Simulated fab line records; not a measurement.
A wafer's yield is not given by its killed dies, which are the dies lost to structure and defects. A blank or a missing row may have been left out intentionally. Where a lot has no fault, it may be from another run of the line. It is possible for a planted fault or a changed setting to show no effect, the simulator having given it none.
Which tool was responsible? :: flow gf180mcu :: 12 lots with 36 wafers sampled at 5 steps, on a route of 602 steps

WHAT THE GAUGES READ, wafer by wafer
GF_V1_OVL_MEAS_15.
lot: L808
measured: day 18 09:52
on: overlay-02
V1_OVL (nm): -10 -7 -9

lot: L810
measured: day 19 07:00
on: overlay-01
V1_OVL (nm): 2 0 -1

lot: L811
measured: day 19 07:31
on: overlay-02
V1_OVL (nm): -14 -14 -11

lot: L812
measured: day 19 18:14
on: overlay-02
V1_OVL (nm): 42 46 44 44 50 47

lot: L813
measured: day 20 06:35
on: overlay-02
V1_OVL (nm): -10 -5 -6

lot: L814
measured: day 20 11:44
on: overlay-02
V1_OVL (nm): 46 45 51 49 49 56

lot: L816
measured: day 21 06:20
on: overlay-01
V1_OVL (nm): -6 -5 -7

lot: L818
measured: day 21 19:16
on: overlay-02
V1_OVL (nm): 37 33 36 42 35 38

lot: L821
measured: day 23 06:40
on: overlay-02
V1_OVL (nm): -2 -5 1

lot: L822
measured: day 23 10:10
on: overlay-02
V1_OVL (nm): -6 -4 -2

lot: L824
measured: day 24 05:53
on: overlay-01
V1_OVL (nm): -4 -5 -5

lot: L827
measured: day 24 21:50
on: overlay-02
V1_OVL (nm): -2 -2 -1

WHAT TOOL EACH LOT RAN ON (gives the tool, then ch and the chambers of the sampled wafers, and finally the start)
lot: L808
GF_CONTACT_CVD_02: pecvd-01 ch 1,2, day 15 09:04
GF_CONTACT_CMP_04: cmp-02 ch 2,3, day 15 09:14
GF_M1_SPUTTER_01: pvd-sputter-04, day 16 09:29
GF_V1_EXPOSE_11: krf-scanner-02 ch 0, day 17 21:58

lot: L810
GF_CONTACT_CVD_02: pecvd-02 ch 1,2, day 16 05:52
GF_CONTACT_CMP_04: cmp-01 ch 0,2,3, day 16 06:02
GF_M1_SPUTTER_01: pvd-sputter-04, day 17 06:32
GF_V1_EXPOSE_11: krf-scanner-02 ch 0, day 18 19:04

lot: L811
GF_CONTACT_CVD_02: pecvd-03 ch 1,2, day 16 06:16
GF_CONTACT_CMP_04: cmp-01 ch 2,3, day 16 06:24
GF_M1_SPUTTER_01: pvd-sputter-02, day 17 06:52
GF_V1_EXPOSE_11: krf-scanner-02 ch 0, day 18 19:32

lot: L812
GF_CONTACT_CVD_02: pecvd-01 ch 0,2, day 16 14:50
GF_CONTACT_CMP_04: cmp-01 ch 0,3, day 16 14:58
GF_M1_SPUTTER_01: pvd-sputter-04, day 17 15:25
GF_V1_EXPOSE_11: krf-scanner-02 ch 0, day 19 05:59

lot: L813
GF_CONTACT_CVD_02: pecvd-02 ch 0,1, day 17 03:46
GF_CONTACT_CMP_04: cmp-02 ch 0,2,3, day 17 03:59
GF_M1_SPUTTER_01: pvd-sputter-01, day 18 05:16
GF_V1_EXPOSE_11: krf-scanner-01 ch 0, day 19 19:01

lot: L814
GF_CONTACT_CVD_02: pecvd-02 ch 0,1, day 17 08:47
GF_CONTACT_CMP_04: cmp-01 ch 1,2,3, day 17 08:55
GF_M1_SPUTTER_01: pvd-sputter-01, day 18 09:46
GF_V1_EXPOSE_11: krf-scanner-02 ch 0, day 20 00:05

lot: L816
GF_CONTACT_CVD_02: pecvd-01 ch 0,1,2, day 18 02:13
GF_CONTACT_CMP_04: cmp-01 ch 1,2, day 18 02:20
GF_M1_SPUTTER_01: pvd-sputter-04, day 19 04:47
GF_V1_EXPOSE_11: krf-scanner-01 ch 0, day 20 18:04

lot: L818
GF_CONTACT_CVD_02: pecvd-01 ch 0,1, day 18 16:18
GF_CONTACT_CMP_04: cmp-02 ch 0,1, day 18 16:29
GF_M1_SPUTTER_01: pvd-sputter-04, day 19 18:35
GF_V1_EXPOSE_11: krf-scanner-02 ch 0, day 21 07:58

lot: L821
GF_CONTACT_CVD_02: pecvd-02 ch 1,2, day 20 00:07
GF_CONTACT_CMP_04: cmp-02 ch 1,2,3, day 20 00:17
GF_M1_SPUTTER_01: pvd-sputter-01, day 21 01:20
GF_V1_EXPOSE_11: krf-scanner-01 ch 0, day 22 13:50

lot: L822
GF_CONTACT_CVD_02: pecvd-02 ch 0,2, day 20 07:23
GF_CONTACT_CMP_04: cmp-01 ch 0,1,2, day 20 07:40
GF_M1_SPUTTER_01: pvd-sputter-01, day 21 08:59
GF_V1_EXPOSE_11: krf-scanner-01 ch 0, day 22 22:14

lot: L824
GF_CONTACT_CVD_02: pecvd-02 ch 0,1,2, day 21 01:58
GF_CONTACT_CMP_04: cmp-02 ch 0,1, day 21 02:06
GF_M1_SPUTTER_01: pvd-sputter-02, day 22 03:09
GF_V1_EXPOSE_11: krf-scanner-01 ch 0, day 23 18:16

lot: L827
GF_CONTACT_CVD_02: pecvd-02 ch 0,2, day 21 21:49
GF_CONTACT_CMP_04: cmp-02 ch 0,3, day 21 21:56
GF_M1_SPUTTER_01: pvd-sputter-01, day 22 22:52
GF_V1_EXPOSE_11: krf-scanner-01 ch 0, day 24 11:08
- GF_CONTACT_CVD_02: deposits SiO2 from TEOS, target thk 860 nm, time 95.992 s.
- GF_CONTACT_CMP_04: polishes SiO2.
- GF_M1_SPUTTER_01: material TiN, target thk 30 nm, time 25 s.
- GF_V1_EXPOSE_11: exposes mask Via1, target cd 260 nm.

WHAT THE TOOLS THEMSELVES READ (means of the sampled wafers that have a number; where no wafer has one, the mark that the record gives instead)
GF_CONTACT_CVD_02.
lot: L808
tool: pecvd-01
heater-power-w (W): 652

lot: L810
tool: pecvd-02
heater-power-w (W): 746

lot: L811
tool: pecvd-03
heater-power-w (W): 726

lot: L812
tool: pecvd-01
heater-power-w (W): 686

lot: L813
tool: pecvd-02
heater-power-w (W): 785

lot: L814
tool: pecvd-02
heater-power-w (W): 729

lot: L816
tool: pecvd-01
heater-power-w (W): 640

lot: L818
tool: pecvd-01
heater-power-w (W): 675

lot: L821
tool: pecvd-02
heater-power-w (W): 745

lot: L822
tool: pecvd-02
heater-power-w (W): 768

lot: L824
tool: pecvd-02
heater-power-w (W): 757

lot: L827
tool: pecvd-02
heater-power-w (W): 719

GF_CONTACT_CMP_04.
lot: L808
tool: cmp-02
motor-current-A (A): 11.4
platen-rpm (rpm): 60.03
slurry-filter-dp-kPa (kPa): 13.43
slurry-flow-ml-min: 150.6
time-to-endpoint-s (s): 107

lot: L810
tool: cmp-01
motor-current-A (A): 11.1
platen-rpm (rpm): 59.99
slurry-filter-dp-kPa (kPa): 13.35
slurry-flow-ml-min: 149.7
time-to-endpoint-s (s): 108

lot: L811
tool: cmp-01
motor-current-A (A): 10.7
platen-rpm (rpm): 60.00
slurry-filter-dp-kPa (kPa): 13.54
slurry-flow-ml-min: 149.6
time-to-endpoint-s (s): 113

lot: L812
tool: cmp-01
motor-current-A (A): 11.1
platen-rpm (rpm): 60.00
slurry-filter-dp-kPa (kPa): 13.51
slurry-flow-ml-min: 149.9
time-to-endpoint-s (s): 111

lot: L813
tool: cmp-02
motor-current-A (A): 11.8
platen-rpm (rpm): 59.95
slurry-filter-dp-kPa (kPa): 13.42
slurry-flow-ml-min: 150.5
time-to-endpoint-s (s): 107

lot: L814
tool: cmp-01
motor-current-A (A): 11.3
platen-rpm (rpm): 60.05
slurry-filter-dp-kPa (kPa): 13.47
slurry-flow-ml-min: 149.7
time-to-endpoint-s (s): 113

lot: L816
tool: cmp-01
motor-current-A (A): 10.9
platen-rpm (rpm): 60.02
slurry-filter-dp-kPa (kPa): 13.44
slurry-flow-ml-min: 149.7
time-to-endpoint-s (s): 119

lot: L818
tool: cmp-02
motor-current-A (A): 13.0
platen-rpm (rpm): 59.97
slurry-filter-dp-kPa (kPa): 13.46
slurry-flow-ml-min: 150.4
time-to-endpoint-s (s): 112

lot: L821
tool: cmp-02
motor-current-A (A): 12.3
platen-rpm (rpm): 60.01
slurry-filter-dp-kPa (kPa): 13.60
slurry-flow-ml-min: 150.1
time-to-endpoint-s (s): 111

lot: L822
tool: cmp-01
motor-current-A (A): 10.9
platen-rpm (rpm): 59.97
slurry-filter-dp-kPa (kPa): 13.42
slurry-flow-ml-min: 150.1
time-to-endpoint-s (s): 114

lot: L824
tool: cmp-02
motor-current-A (A): 13.4
platen-rpm (rpm): 59.96
slurry-filter-dp-kPa (kPa): 13.46
slurry-flow-ml-min: 149.8
time-to-endpoint-s (s): 105

lot: L827
tool: cmp-02
motor-current-A (A): 11.4
platen-rpm (rpm): 60.02
slurry-filter-dp-kPa (kPa): 13.32
slurry-flow-ml-min: 150.5
time-to-endpoint-s (s): 102

GF_M1_SPUTTER_01.
lot: L808
tool: pvd-sputter-04
throttle-valve-pct (%): 29.4

lot: L810
tool: pvd-sputter-04
throttle-valve-pct (%): 30.0

lot: L811
tool: pvd-sputter-02
throttle-valve-pct (%): 28.8

lot: L812
tool: pvd-sputter-04
throttle-valve-pct (%): 30.8

lot: L813
tool: pvd-sputter-01
throttle-valve-pct (%): 30.0

lot: L814
tool: pvd-sputter-01
throttle-valve-pct (%): 30.7

lot: L816
tool: pvd-sputter-04
throttle-valve-pct (%): 29.3

lot: L818
tool: pvd-sputter-04
throttle-valve-pct (%): 29.8

lot: L821
tool: pvd-sputter-01
throttle-valve-pct (%): 29.9

lot: L822
tool: pvd-sputter-01
throttle-valve-pct (%): 30.5

lot: L824
tool: pvd-sputter-02
throttle-valve-pct (%): 29.0

lot: L827
tool: pvd-sputter-01
throttle-valve-pct (%): 29.2

GF_V1_EXPOSE_11.
lot: L808
tool: krf-scanner-02
stage-vel-mm-s (mm/s): 499.85

lot: L810
tool: krf-scanner-02
stage-vel-mm-s (mm/s): 500.09

lot: L811
tool: krf-scanner-02
stage-vel-mm-s (mm/s): 500.19

lot: L812
tool: krf-scanner-02
stage-vel-mm-s (mm/s): 499.91

lot: L813
tool: krf-scanner-01
stage-vel-mm-s (mm/s): 500.04

lot: L814
tool: krf-scanner-02
stage-vel-mm-s (mm/s): 500.04

lot: L816
tool: krf-scanner-01
stage-vel-mm-s (mm/s): 499.83

lot: L818
tool: krf-scanner-02
stage-vel-mm-s (mm/s): 500.26

lot: L821
tool: krf-scanner-01
stage-vel-mm-s (mm/s): 499.80

lot: L822
tool: krf-scanner-01
stage-vel-mm-s (mm/s): 500.39

lot: L824
tool: krf-scanner-01
stage-vel-mm-s (mm/s): 499.87

lot: L827
tool: krf-scanner-01
stage-vel-mm-s (mm/s): 500.15

THE ANSWER, worked out from the rows above alone
Rule: the usual values come from the lots themselves. The widest of any qualifying gaps counts: lots, ordered by their means at a reading, are off when they make up no more than a third of the lots, leave a main group of 4 or more, and stand apart from it by 3 or more times the standard deviation of that group's means. A main group whose means are all the same, to the digits that the tables above print for the reading, isn't used. A lot without any number at a reading at which 4 lots or more have one is off too. Any other lot the step has rows for is counted as sound. After the gauges, taken in route order, come the tools' own readings; for these a lot's mean is taken, as printed above. The first step at which some lot is off is used, and at that step the reading that is off furthest; a lot without a number counts as furthest.
Off: L812, L814, L818, at GF_V1_OVL_MEAS_15 (V1_OVL). Mean -5 nm and standard deviation 3.8 in the main group.
A tool fits if, at a process step before that reading, it ran every lot that is off, and no sound lot after the first of them. Those tools and the gauges at GF_V1_OVL_MEAS_15 are tried in the same way. One candidate fits, namely krf-scanner-02 at GF_V1_EXPOSE_11. Its last sound lot is L811 (day 18 19:32), its first lot that is off L812 (day 19 05:59): a fault that began between those two fits.

WHAT THE SIMULATOR PUT IN
Scanner matching overlay: krf-scanner-02, from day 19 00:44 on, at GF_V1_EXPOSE_11. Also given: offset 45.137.
Shown lots that were struck: L812, L814, L818. The same result came from the rule above.
